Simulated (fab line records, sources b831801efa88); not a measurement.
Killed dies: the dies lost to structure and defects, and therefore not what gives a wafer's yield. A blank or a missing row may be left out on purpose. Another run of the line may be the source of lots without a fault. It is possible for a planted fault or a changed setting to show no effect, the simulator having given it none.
Chamber matching ; flow gf180mcu ; rieSi-02 running GF_STI_ETCH_14: 4 sister chambers
The step etches Si in HBr/Cl2/O2, target depth 360 nm, time 102.9 s. 4 wafers are shown with their chamber, then 9 later ones without.

WAFERS, EACH WITH ITS CHAMBER
wafer;chamber;drypumpMotorCurrentA (A)
L645.4;1;5.21
L650.1;2;5.50
L650.3;0;5.56
L650.5;3;5.55

WAFERS WITHOUT THEIR CHAMBER
wafer;drypumpMotorCurrentA (A)
L652.1;5.21
L652.4;5.51
L652.6;5.51
L653.1;5.51
L653.4;5.23
L653.5;5.21
L655.3;5.57
L655.4;5.52
L655.5;5.55

WHICH CHAMBER EACH WENT THROUGH
wafer;from the rows above;in truth
L652.1;1;1
L652.4;2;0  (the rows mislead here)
L652.6;2;2
L653.1;2;2
L653.4;1;1
L653.5;1;1
L655.3;can't be placed: 0 or 3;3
L655.4;can't be placed: 2 or 3 or 0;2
L655.5;can't be placed: 3 or 0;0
Correct placement for 5 of the 9. Cannot be placed on the basis of these rows: 3; the candidates contain the true chamber in 3. Wrongly placed: 1.
How it was worked out, from the rows above alone: a wafer's distance from a chamber is the root of the sum, over the readings, of the square of ((its reading less the chamber's mean) divided by the reading's scatter). If the next closest chamber is less than 2 further off than the closest, the wafer can't be placed; otherwise it belongs to the closest. Each chamber's mean is taken over the wafers shown for it. The scatter: root of mean squared gap, hidden wafer to nearest shown wafer, with one shown wafer a chamber.
